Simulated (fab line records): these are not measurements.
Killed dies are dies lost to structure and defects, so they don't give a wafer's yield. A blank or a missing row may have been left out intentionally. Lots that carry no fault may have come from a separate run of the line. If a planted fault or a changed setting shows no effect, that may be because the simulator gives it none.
fab line records || flow gf180mcu
[record] {"lots": 6, "wafers": 18, "last_day": 34}
route steps=602 shown DUAL_GATE@152 POLY_GATE@157
lots that met no fault: from a run of the same line without faults
start_h: hours from the record's first day to the start of the lot's first wafer shown || wait_h: time in hours since the lot's previous step || " repeats the value in the row above || L1.1+2: a single row standing in for several wafers || - no value, or no start given || * or withheld: withheld || < > ~ a bound
route shown NAME@n: names a module that has steps shown in the file, with the first one's number in the route || usual: mean/standard deviation of fault-free wafers || same: alike in all rows || chamber/n: place in a boat || sites: per-site readings || _std_site: standard deviation of those values || _edge_site: mean of outer sites minus mean of inner sites || radius_mm: for every site, how far away it sits from the centre of the wafer || mask NAME#n: copy n || behind: tool/chamber where the wafer was last shaped || hold: why the lot was held/for how many hours/how that ended || device: which transistor (n, p or np) failed to switch || end of line: the same wafers' tests at the end of the route || where a step has no rows: the recipe by itself || killed: dies lost to structure and defects at the first sort, not the wafer's yield || map: a wafer's dies, marking killed ones x, the rest . and places with no die _
set.NAME: the run value of the setting; set.NAME@STEP: its run value at that earlier step || model.NAME: the simulator's own value behind a step, which no gauge read
lots seen at some steps along the route; tables by step, rows by wafer
services: from which hour (start_h, from the record's first day; less than 0 if before it) a tool's chamber was out of use, for how many hours, and why
[[steps]]
[step GF_DUAL_GATE_OVL_MEAS_11]
[usual] {"DUAL_GATE_OVL": "-1.1/1.3"}
{"lot.wafer": "L904.2", "tool": "overlay-01", "chamber": "-", "start_h": 240.31, "wait_h": 0.1, "DUAL_GATE_OVL[nm]": -0.7}
{"lot.wafer": "L904.3", "tool": "overlay-01", "chamber": "-", "start_h": 240.31, "wait_h": 0.1, "DUAL_GATE_OVL[nm]": -1.0}
{"lot.wafer": "L904.5", "tool": "overlay-01", "chamber": "-", "start_h": 240.31, "wait_h": 0.1, "DUAL_GATE_OVL[nm]": -1.5}
{"lot.wafer": "L906.1", "tool": "overlay-02", "chamber": "-", "start_h": 250.02, "wait_h": 0.1, "DUAL_GATE_OVL[nm]": -1.2}
{"lot.wafer": "L906.2", "tool": "overlay-02", "chamber": "-", "start_h": 250.02, "wait_h": 0.1, "DUAL_GATE_OVL[nm]": -2.2}
{"lot.wafer": "L906.6", "tool": "overlay-02", "chamber": "-", "start_h": 250.02, "wait_h": 0.1, "DUAL_GATE_OVL[nm]": -1.8}
{"lot.wafer": "L909.2", "tool": "overlay-01", "chamber": "-", "start_h": 263.82, "wait_h": 0.1, "DUAL_GATE_OVL[nm]": -1.4}
{"lot.wafer": "L909.3", "tool": "overlay-01", "chamber": "-", "start_h": 263.82, "wait_h": 0.1, "DUAL_GATE_OVL[nm]": -0.9}
{"lot.wafer": "L909.6", "tool": "overlay-01", "chamber": "-", "start_h": 263.82, "wait_h": 0.1, "DUAL_GATE_OVL[nm]": -0.2}
{"lot.wafer": "L910.1", "tool": "overlay-01", "chamber": "-", "start_h": 266.30, "wait_h": 0.1, "DUAL_GATE_OVL[nm]": -0.4}
{"lot.wafer": "L910.2", "tool": "overlay-01", "chamber": "-", "start_h": 266.30, "wait_h": 0.1, "DUAL_GATE_OVL[nm]": 0.8}
{"lot.wafer": "L910.3", "tool": "overlay-01", "chamber": "-", "start_h": 266.30, "wait_h": 0.1, "DUAL_GATE_OVL[nm]": -0.3}
{"lot.wafer": "L918.2", "tool": "overlay-02", "chamber": "-", "start_h": 321.65, "wait_h": 0.1, "DUAL_GATE_OVL[nm]": -0.2}
{"lot.wafer": "L918.3", "tool": "overlay-02", "chamber": "-", "start_h": 321.65, "wait_h": 0.1, "DUAL_GATE_OVL[nm]": -1.8}
{"lot.wafer": "L918.5", "tool": "overlay-02", "chamber": "-", "start_h": 321.65, "wait_h": 0.1, "DUAL_GATE_OVL[nm]": -3.1}
{"lot.wafer": "L920.3", "tool": "overlay-01", "chamber": "-", "start_h": 336.98, "wait_h": 0.1, "DUAL_GATE_OVL[nm]": -2.3}
{"lot.wafer": "L920.4", "tool": "overlay-01", "chamber": "-", "start_h": 336.98, "wait_h": 0.1, "DUAL_GATE_OVL[nm]": -1.3}
{"lot.wafer": "L920.6", "tool": "overlay-01", "chamber": "-", "start_h": 336.98, "wait_h": 0.1, "DUAL_GATE_OVL[nm]": -2.2}
[step GF_DUAL_GATE_WET_ETCH_12]
[recipe] {"chemistry": "dHF", "target_depth_nm": 13, "dry": "n2_spin", "target": "SiO2", "temp_c": 25, "dilution": "100:1", "time_s": 260}
[step GF_DUAL_GATE_STRIP_13]
[recipe] {"chemistry": "O2/N2", "power_w": 1400, "pressure_mtorr": 1500, "platen_temp_c": 250, "o2_flow_sccm": 3000, "n2_flow_sccm": 300, "overash_fraction": 0.5}
[usual] {"drypump_motor_current_A": "5.8/0.56", "heater_power_w": "341/36", "oes_product_au": "0.715/0.0046", "platen_temp_c": "250.01/0.17", "strip_time_to_endpoint_s": "12.65/0.033"}
{"lot.wafer": "L904.2", "tool": "plasma_asher-04", "chamber": 0, "start_h": 240.42, "wait_h": 0.0, "drypump_motor_current_A": 5.2, "heater_power_w": 303, "oes_product_au": 0.712, "platen_temp_c": 250.33, "rf_hours_counter_h": 56, "strip_time_to_endpoint_s": 12.59}
{"lot.wafer": "L904.3", "tool": "plasma_asher-04", "chamber": 0, "start_h": 240.42, "wait_h": 0.0, "drypump_motor_current_A": 5.2, "heater_power_w": 309, "oes_product_au": 0.714, "platen_temp_c": 249.99, "rf_hours_counter_h": "-", "strip_time_to_endpoint_s": 12.62}
{"lot.wafer": "L904.5", "tool": "plasma_asher-04", "chamber": 1, "start_h": 240.42, "wait_h": 0.0, "drypump_motor_current_A": 5.2, "heater_power_w": 305, "oes_product_au": 0.719, "platen_temp_c": 249.96, "rf_hours_counter_h": "-", "strip_time_to_endpoint_s": 12.63}
{"lot.wafer": "L906.1", "tool": "plasma_asher-01", "chamber": 0, "start_h": 250.14, "wait_h": 0.0, "drypump_motor_current_A": 5.6, "heater_power_w": 294, "oes_product_au": 0.726, "platen_temp_c": 249.77, "rf_hours_counter_h": 42, "strip_time_to_endpoint_s": 12.56}
{"lot.wafer": "L906.2", "tool": "plasma_asher-01", "chamber": 1, "start_h": 250.14, "wait_h": 0.0, "drypump_motor_current_A": 6.1, "heater_power_w": 364, "oes_product_au": 0.718, "platen_temp_c": 249.99, "rf_hours_counter_h": 42, "strip_time_to_endpoint_s": 12.62}
{"lot.wafer": "L906.6", "tool": "plasma_asher-01", "chamber": 1, "start_h": 250.14, "wait_h": 0.0, "drypump_motor_current_A": 6.1, "heater_power_w": 369, "oes_product_au": 0.708, "platen_temp_c": 250.17, "rf_hours_counter_h": "-", "strip_time_to_endpoint_s": 12.59}
{"lot.wafer": "L909.2", "tool": "plasma_asher-02", "chamber": 1, "start_h": 263.94, "wait_h": 0.0, "drypump_motor_current_A": 6.8, "heater_power_w": 394, "oes_product_au": 0.714, "platen_temp_c": 249.78, "rf_hours_counter_h": 64, "strip_time_to_endpoint_s": 12.67}
{"lot.wafer": "L909.3", "tool": "plasma_asher-02", "chamber": 1, "start_h": 263.94, "wait_h": 0.0, "drypump_motor_current_A": 6.8, "heater_power_w": 385, "oes_product_au": 0.716, "platen_temp_c": 249.96, "rf_hours_counter_h": "-", "strip_time_to_endpoint_s": 12.66}
{"lot.wafer": "L909.6", "tool": "plasma_asher-02", "chamber": 0, "start_h": 263.94, "wait_h": 0.0, "drypump_motor_current_A": 5.4, "heater_power_w": 341, "oes_product_au": 0.716, "platen_temp_c": 250.15, "rf_hours_counter_h": "-", "strip_time_to_endpoint_s": 12.72}
{"lot.wafer": "L910.1", "tool": "plasma_asher-01", "chamber": 1, "start_h": 266.42, "wait_h": 0.0, "drypump_motor_current_A": 6.1, "heater_power_w": 371, "oes_product_au": 0.709, "platen_temp_c": 249.83, "rf_hours_counter_h": 43, "strip_time_to_endpoint_s": 12.67}
{"lot.wafer": "L910.2", "tool": "plasma_asher-01", "chamber": 0, "start_h": 266.42, "wait_h": 0.0, "drypump_motor_current_A": 5.6, "heater_power_w": 292, "oes_product_au": 0.712, "platen_temp_c": 249.87, "rf_hours_counter_h": 43, "strip_time_to_endpoint_s": 12.65}
{"lot.wafer": "L910.3", "tool": "plasma_asher-01", "chamber": 0, "start_h": 266.42, "wait_h": 0.0, "drypump_motor_current_A": 5.6, "heater_power_w": 301, "oes_product_au": 0.707, "platen_temp_c": 249.78, "rf_hours_counter_h": "-", "strip_time_to_endpoint_s": 12.68}
{"lot.wafer": "L918.2", "tool": "plasma_asher-02", "chamber": 0, "start_h": 321.77, "wait_h": 0.0, "drypump_motor_current_A": 5.4, "heater_power_w": 340, "oes_product_au": 0.719, "platen_temp_c": 249.99, "rf_hours_counter_h": 70, "strip_time_to_endpoint_s": 12.63}
{"lot.wafer": "L918.3", "tool": "plasma_asher-02", "chamber": 1, "start_h": 321.77, "wait_h": 0.0, "drypump_motor_current_A": 6.8, "heater_power_w": 383, "oes_product_au": 0.714, "platen_temp_c": 250.46, "rf_hours_counter_h": "-", "strip_time_to_endpoint_s": 12.62}
{"lot.wafer": "L918.5", "tool": "plasma_asher-02", "chamber": 0, "start_h": 321.77, "wait_h": 0.0, "drypump_motor_current_A": 5.4, "heater_power_w": 344, "oes_product_au": 0.711, "platen_temp_c": 250.14, "rf_hours_counter_h": "-", "strip_time_to_endpoint_s": 12.59}
{"lot.wafer": "L920.3", "tool": "plasma_asher-02", "chamber": 0, "start_h": 337.12, "wait_h": 0.0, "drypump_motor_current_A": 5.4, "heater_power_w": 346, "oes_product_au": 0.725, "platen_temp_c": 250.02, "rf_hours_counter_h": "-", "strip_time_to_endpoint_s": 12.60}
{"lot.wafer": "L920.4", "tool": "plasma_asher-02", "chamber": 1, "start_h": 337.12, "wait_h": 0.0, "drypump_motor_current_A": 6.7, "heater_power_w": 387, "oes_product_au": 0.714, "platen_temp_c": 249.87, "rf_hours_counter_h": "-", "strip_time_to_endpoint_s": 12.60}
{"lot.wafer": "L920.6", "tool": "plasma_asher-02", "chamber": 1, "start_h": 337.12, "wait_h": 0.0, "drypump_motor_current_A": 6.8, "heater_power_w": 395, "oes_product_au": 0.722, "platen_temp_c": 250.00, "rf_hours_counter_h": "-", "strip_time_to_endpoint_s": 12.61}
[step GF_DUAL_GATE_CLEAN_14]
[recipe] {"chemistry": "SC1/SC2", "mix": "1:4:20", "temp_c": 70, "time_s": 150, "dry": "n2_spin"}
[step GF_DUAL_GATE_OXIDATION_15]
[recipe] {"temp_c": 850, "ambient": "O2", "stabilise_s": 600, "purge_s": 300, "target_thk_a": 70.98, "ox_time_s": 1995}
[step GF_POLY_GATE_CVD_00]
[recipe] {"material": "poly-Si", "target_thk_nm": 200, "temp_c": 620, "time_s": 1200, "pressure_mtorr": 200}
[step GF_POLY_GATE_THK_MEAS_01]
[recipe] {"reads": "poly-Si_of_POLY_GATE_CVD_00"}
[usual] {"POLY_GATE_CVD_00_THK": "200.4/2"}
{"lot.wafer": "L904.2", "tool": "film_metro-02", "chamber": "-", "start_h": 243.81, "wait_h": 0.0, "POLY_GATE_CVD_00_THK[nm]": 201.3}
{"lot.wafer": "L904.3", "tool": "film_metro-02", "chamber": "-", "start_h": 243.81, "wait_h": 0.0, "POLY_GATE_CVD_00_THK[nm]": 200.5}
{"lot.wafer": "L904.5", "tool": "film_metro-02", "chamber": "-", "start_h": 243.81, "wait_h": 0.0, "POLY_GATE_CVD_00_THK[nm]": 201.8}
{"lot.wafer": "L906.1", "tool": "film_metro-02", "chamber": "-", "start_h": 253.17, "wait_h": 0.0, "POLY_GATE_CVD_00_THK[nm]": 201.0}
{"lot.wafer": "L906.2", "tool": "film_metro-02", "chamber": "-", "start_h": 253.17, "wait_h": 0.0, "POLY_GATE_CVD_00_THK[nm]": 201.5}
{"lot.wafer": "L906.6", "tool": "film_metro-02", "chamber": "-", "start_h": 253.17, "wait_h": 0.0, "POLY_GATE_CVD_00_THK[nm]": 202.1}
{"lot.wafer": "L909.2", "tool": "film_metro-01", "chamber": "-", "start_h": 267.95, "wait_h": 0.0, "POLY_GATE_CVD_00_THK[nm]": 203.7}
{"lot.wafer": "L909.3", "tool": "film_metro-01", "chamber": "-", "start_h": 267.95, "wait_h": 0.0, "POLY_GATE_CVD_00_THK[nm]": 202.7}
{"lot.wafer": "L909.6", "tool": "film_metro-01", "chamber": "-", "start_h": 267.95, "wait_h": 0.0, "POLY_GATE_CVD_00_THK[nm]": 202.6}
{"lot.wafer": "L910.1", "tool": "film_metro-01", "chamber": "-", "start_h": 270.00, "wait_h": 0.0, "POLY_GATE_CVD_00_THK[nm]": 201.5}
{"lot.wafer": "L910.2", "tool": "film_metro-01", "chamber": "-", "start_h": 270.00, "wait_h": 0.0, "POLY_GATE_CVD_00_THK[nm]": 200.5}
{"lot.wafer": "L910.3", "tool": "film_metro-01", "chamber": "-", "start_h": 270.00, "wait_h": 0.0, "POLY_GATE_CVD_00_THK[nm]": 199.2}
{"lot.wafer": "L918.2", "tool": "film_metro-03", "chamber": "-", "start_h": 324.81, "wait_h": 0.0, "POLY_GATE_CVD_00_THK[nm]": 201.5}
{"lot.wafer": "L918.3", "tool": "film_metro-03", "chamber": "-", "start_h": 324.81, "wait_h": 0.0, "POLY_GATE_CVD_00_THK[nm]": 198.9}
{"lot.wafer": "L918.5", "tool": "film_metro-03", "chamber": "-", "start_h": 324.81, "wait_h": 0.0, "POLY_GATE_CVD_00_THK[nm]": 201.2}
{"lot.wafer": "L920.3", "tool": "film_metro-02", "chamber": "-", "start_h": 340.62, "wait_h": 0.0, "POLY_GATE_CVD_00_THK[nm]": 199.6}
{"lot.wafer": "L920.4", "tool": "film_metro-02", "chamber": "-", "start_h": 340.62, "wait_h": 0.0, "POLY_GATE_CVD_00_THK[nm]": 201.6}
{"lot.wafer": "L920.6", "tool": "film_metro-02", "chamber": "-", "start_h": 340.62, "wait_h": 0.0, "POLY_GATE_CVD_00_THK[nm]": 199.8}
[step GF_POLY_GATE_DEHYDRATE_02]
[recipe] {"temp_c": 200, "time_s": 60}
[step GF_POLY_GATE_HMDS_03]
[recipe] {"prime_time_s": 60, "prime_temp_c": 120}
[step GF_POLY_GATE_COAT_04]
[recipe] {"resist": "BARC", "temp_c": "withheld", "time_s": "withheld", "spin_rpm": "withheld", "resist_thk_nm": "withheld"}
[step GF_POLY_GATE_COAT_05]
[recipe] {"resist": "KrF", "spin_rpm": "withheld", "resist_thk_nm": 700}
[step GF_POLY_GATE_SOFTBAKE_06]
[recipe] {"temp_c": 130, "time_s": 60, "resist": "KrF"}
[step GF_POLY_GATE_EXPOSE_07]
[recipe] {"mask_id": "Poly2", "target_cd_nm": 280, "na": 0.68, "source_shape": "conventional", "sigma_outer": 0.6, "dose_mj": 28}
[usual] {"exposure_dose_mJ_cm2": "28.006/0.027", "focus_offset_nm": "0.0/0.53"}
{"lot.wafer": "L904.2", "tool": "krf_scanner-01", "chamber": 0, "start_h": 253.25, "wait_h": "-", "mask": "Poly2#0", "exposure_dose_mJ_cm2": 27.985, "focus_offset_nm": -0.5}
{"lot.wafer": "L904.3", "tool": "krf_scanner-01", "chamber": 0, "start_h": 253.25, "wait_h": "-", "mask": "Poly2#0", "exposure_dose_mJ_cm2": 28.002, "focus_offset_nm": 0.0}
{"lot.wafer": "L904.5", "tool": "krf_scanner-01", "chamber": 0, "start_h": 253.25, "wait_h": "-", "mask": "Poly2#0", "exposure_dose_mJ_cm2": 27.996, "focus_offset_nm": 0.0}
{"lot.wafer": "L906.1", "tool": "krf_scanner-02", "chamber": 0, "start_h": 263.34, "wait_h": "-", "mask": "Poly2#0", "exposure_dose_mJ_cm2": 27.984, "focus_offset_nm": -0.3}
{"lot.wafer": "L906.2", "tool": "krf_scanner-02", "chamber": 0, "start_h": 263.34, "wait_h": "-", "mask": "Poly2#0", "exposure_dose_mJ_cm2": 28.007, "focus_offset_nm": -0.3}
{"lot.wafer": "L906.6", "tool": "krf_scanner-02", "chamber": 0, "start_h": 263.34, "wait_h": "-", "mask": "Poly2#0", "exposure_dose_mJ_cm2": 27.989, "focus_offset_nm": 0.2}
{"lot.wafer": "L909.2", "tool": "krf_scanner-01", "chamber": "-", "start_h": 277.58, "wait_h": "-", "mask": "Poly2#0", "exposure_dose_mJ_cm2": "-", "focus_offset_nm": "-"}
{"lot.wafer": "L909.3", "tool": "krf_scanner-01", "chamber": "-", "start_h": 277.58, "wait_h": "-", "mask": "Poly2#0", "exposure_dose_mJ_cm2": "-", "focus_offset_nm": "-"}
{"lot.wafer": "L909.6", "tool": "krf_scanner-01", "chamber": "-", "start_h": 277.58, "wait_h": "-", "mask": "Poly2#0", "exposure_dose_mJ_cm2": "-", "focus_offset_nm": "-"}
{"lot.wafer": "L910.1", "tool": "krf_scanner-01", "chamber": "-", "start_h": 280.10, "wait_h": "-", "mask": "Poly2#0", "exposure_dose_mJ_cm2": "-", "focus_offset_nm": "-"}
{"lot.wafer": "L910.2", "tool": "krf_scanner-01", "chamber": "-", "start_h": 280.10, "wait_h": "-", "mask": "Poly2#0", "exposure_dose_mJ_cm2": "-", "focus_offset_nm": "-"}
{"lot.wafer": "L910.3", "tool": "krf_scanner-01", "chamber": "-", "start_h": 280.10, "wait_h": "-", "mask": "Poly2#0", "exposure_dose_mJ_cm2": "-", "focus_offset_nm": "-"}
{"lot.wafer": "L918.2", "tool": "krf_scanner-01", "chamber": 0, "start_h": 335.57, "wait_h": "-", "mask": "Poly2#0", "exposure_dose_mJ_cm2": 28.013, "focus_offset_nm": -0.6}
{"lot.wafer": "L918.3", "tool": "krf_scanner-01", "chamber": 0, "start_h": 335.57, "wait_h": "-", "mask": "Poly2#0", "exposure_dose_mJ_cm2": 28.021, "focus_offset_nm": 0.4}
{"lot.wafer": "L918.5", "tool": "krf_scanner-01", "chamber": 0, "start_h": 335.57, "wait_h": "-", "mask": "Poly2#0", "exposure_dose_mJ_cm2": 28.024, "focus_offset_nm": -0.2}
{"lot.wafer": "L920.3", "tool": "krf_scanner-02", "chamber": 0, "start_h": 351.60, "wait_h": "-", "mask": "Poly2#0", "exposure_dose_mJ_cm2": 28.000, "focus_offset_nm": -0.1}
{"lot.wafer": "L920.4", "tool": "krf_scanner-02", "chamber": 0, "start_h": 351.60, "wait_h": "-", "mask": "Poly2#0", "exposure_dose_mJ_cm2": 28.000, "focus_offset_nm": 0.2}
{"lot.wafer": "L920.6", "tool": "krf_scanner-02", "chamber": 0, "start_h": 351.60, "wait_h": "-", "mask": "Poly2#0", "exposure_dose_mJ_cm2": 28.005, "focus_offset_nm": 0.5}
[step GF_POLY_GATE_PEB_08]
[recipe] {"peb_temp_c": 135, "peb_time_s": 90, "resist": "KrF"}
[[services]]
{"tool": "plasma_asher-01", "chamber": "-", "start_h": 245.61, "hours": 0.8, "kind": "repair"}
{"tool": "plasma_asher-04", "chamber": "-", "start_h": 246.49, "hours": 1.4, "kind": "repair"}
{"tool": "krf_scanner-02", "chamber": "-", "start_h": 253.92, "hours": 4.0, "kind": "pm"}
{"tool": "krf_scanner-02", "chamber": "-", "start_h": 266.76, "hours": 4.4, "kind": "pm"}
{"tool": "krf_scanner-02", "chamber": "-", "start_h": 275.34, "hours": 0.8, "kind": "pm"}
{"tool": "krf_scanner-01", "chamber": "-", "start_h": 276.09, "hours": 1.0, "kind": "pm"}
{"tool": "krf_scanner-01", "chamber": "-", "start_h": 277.68, "hours": 1.3, "kind": "pm"}
{"tool": "krf_scanner-02", "chamber": "-", "start_h": 283.87, "hours": 0.5, "kind": "repair"}
{"tool": "krf_scanner-02", "chamber": "-", "start_h": 285.66, "hours": 0.4, "kind": "repair"}
{"tool": "krf_scanner-02", "chamber": "-", "start_h": 295.08, "hours": 1.3, "kind": "pm"}
{"tool": "krf_scanner-01", "chamber": "-", "start_h": 298.34, "hours": 0.8, "kind": "pm"}
{"tool": "plasma_asher-01", "chamber": "-", "start_h": 303.24, "hours": 0.7, "kind": "repair"}
{"tool": "krf_scanner-02", "chamber": "-", "start_h": 323.95, "hours": 0.7, "kind": "repair"}
{"tool": "krf_scanner-02", "chamber": "-", "start_h": 329.21, "hours": 1.0, "kind": "pm"}
[[key]]
[first_sign] {"step": "GF_POLY_GATE_EXPOSE_07", "reading": "tool_record", "direction": "missing"}
effect none on later readings
met_at GF_POLY_GATE_EXPOSE_07
struck_wafers L909.2,L909.3,L909.6,L910.1,L910.2,L910.3
later_rows_left_out L909.2,L909.3,L909.6,L910.1,L910.2,L910.3
sort_left_out L909.2,L909.3,L909.6,L910.1,L910.2,L910.3
tester_left_out L909,L910
onset_between 253.25 277.58
[fault] {"kind": "skipped_step_whole", "tool": "krf_scanner-01", "chamber": "-", "onset_h": 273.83, "steps": "GF_POLY_GATE_EXPOSE_07", "scope": "struck_lots_only"}
// tester_left_out: of these lots the tester's yield and bins aren't shown, on N5 and GAA mostly nor the transistor test; their killed dies are dies lost to structure and defects alone, not to doping, threshold or leakage, so they don't give the yield
// sort_left_out: the simulated sort isn't trusted on such a fault, so these wafers' sort isn't shown, and their yield isn't known
// later_rows_left_out: the simulator's readings of these wafers behind a module that went badly wrong aren't trusted and aren't shown, but for the sort
